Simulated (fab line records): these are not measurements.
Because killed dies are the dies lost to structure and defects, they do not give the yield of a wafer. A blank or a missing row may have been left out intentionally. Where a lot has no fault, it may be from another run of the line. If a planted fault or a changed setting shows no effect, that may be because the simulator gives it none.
Comparing a struck lot with a sound one :: flow sky130 :: 16 steps out of a route of 708
Sound: the wafers L757.1, L757.3, L757.6. Struck: wafers L753.1, L753.3, L753.6. The cause is given at the end.
Order at every step that has rows: each side's tool, ch and its chambers, its first start. Under that, the readings that differ: sound wafers :: struck wafers :: difference of the means :: sigmas: that difference in standard deviations of wafers without a fault.
alike: same words and numbers on both sides, and readings whose means sit less than 2 such deviations apart. not compared: any withheld reading, any reading some wafer has no value for, any bound like >300 that may hide the same value, and any number with overlapping values for which the record gives no deviation.
A row with sigmas, a row that says differs or no value, or rows on one side alone: a step with any of these is where the two part. Numbers that don't overlap but have no deviation are shown without sigmas and don't part them. Lack of a reading on every wafer of one side parts them only where that side has two or more wafers.

first, 2 steps without rows for these wafers: SKY_METAL3_PEB_11; SKY_METAL3_DEVELOP_12 (develop time 60 s).
SKY_METAL3_CD_MEAS_13: target cd 300 nm.
  sound on cd_sem-01 at day 42 03:37; struck on cd_sem-02 at day 41 09:52
  alike: cd_nm
SKY_METAL3_OVL_MEAS_14:
  sound on overlay-01 at day 42 03:44; struck on overlay-02 at day 41 09:59
  alike: METAL3_OVL
SKY_METAL3_DESCUM_15: chemistry O2, time 8 s.
  sound on rie_metal-01 ch 0,1, day 42 03:46; struck on rie_metal-04 ch 0,1, day 41 10:01
  alike: drypump_motor_current_A, oes_product_au
  not compared: rf_hours_counter_h
then, 1 step without rows for these wafers: SKY_METAL3_ETCH_16 (etches BARC in N2/H2, stops on SiO2, time 88.2 s, target depth 60 nm).
SKY_METAL3_ETCH_17: etches SiO2 in C4F8/O2/Ar, stops on TiN, time 3.9 s, target depth 15 nm.
  sound on rie_diel-03 ch 1,2,3, day 42 03:54; struck on rie_diel-01 ch 0,1,2, day 41 10:09
  alike: oes_product_au
  not compared: rf_hours_counter_h
SKY_METAL3_METAL_ETCH_18: etches the open film in Cl2/BCl3, stops on SiO2, target depth 845 nm, time 183.1 s.
  sound on rie_metal-04 ch 0,1, day 42 03:55; struck on rie_metal-02 ch 0,1, day 41 10:10
  alike: drypump_motor_current_A, oes_product_au, throttle_valve_pct
  not compared: rf_hours_counter_h
SKY_METAL3_STRIP_19: strips in O2/N2.
  sound on plasma_asher-04 ch 0,1, day 42 04:05; struck on plasma_asher-04 ch 0, day 41 10:20
  alike: drypump_motor_current_A, oes_product_au, strip_time_to_endpoint_s
  not compared: rf_hours_counter_h
then, 3 steps without rows for these wafers: SKY_METAL3_STRIP_20 (strips in post etch residue remover, time 1200 s); SKY_METAL3_CLEAN_21 (cleans in IPA, time 180 s); SKY_METAL3_CLEAN_22 (cleans in O3/DIW).
SKY_VIA3_HDPCVD_00: deposits SiO2, target thk 1635 nm, time 272.5 s.
  sound on hdpcvd-02 ch 0,1,2, day 42 04:44; struck on hdpcvd-01 ch 1,2, day 41 10:59
reading: run_length_s (s)
sound: 299.9 300.9 300.2
struck: 289.9 289.1 289.7
difference: -10.8
sigmas: -31

reading: model.SiO2_of_VIA3_HDPCVD_00.thk_nm (nm)
sound: 1637 1620 1627
struck: 1602 1598 1606
difference: -26
sigmas: 
SKY_VIA3_THK_MEAS_01:
  sound on film_metro-03 at day 42 04:55; struck on film_metro-01 at day 41 11:08
  alike: VIA3_HDPCVD_THK
SKY_VIA3_CMP_02: polishes SiO2.
  sound on cmp-01 ch 2,3, day 42 05:01; struck on cmp-01 ch 1,2,3, day 41 11:18
  alike: motor_current_A
-- the record jumps here: 7 days lie between the struck wafers' starts before and after (it left off in module VIA3 and takes up again in module PAD_OPEN, whose first step shown is number 708 of the route) --
SKY_PAD_OPEN_PROBE_99:
  sound on prober-01 at day 48 16:26; struck on prober-01 at day 48 02:47
  alike: defect_limited_yield, killed_at_M0_to_M3, killed_at_M4_up, killed_at_contacts, killed_at_front_end, killed_at_other, killed_dies, killed_open, killed_short, sort_bin_3_pad_short, sort_bin_5_function, sort_bin_6_memory, sort_n_pass, sort_yield_pct

WHERE THEY PART
Within this record, at SKY_VIA3_HDPCVD_00 only. Later steps at which nothing parts them and some readings are alike: SKY_VIA3_THK_MEAS_01, SKY_VIA3_CMP_02, SKY_PAD_OPEN_PROBE_99.

WHY: whatever the simulator had introduced
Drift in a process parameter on hdpcvd-01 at SKY_VIA3_HDPCVD_00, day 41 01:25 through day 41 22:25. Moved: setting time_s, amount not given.
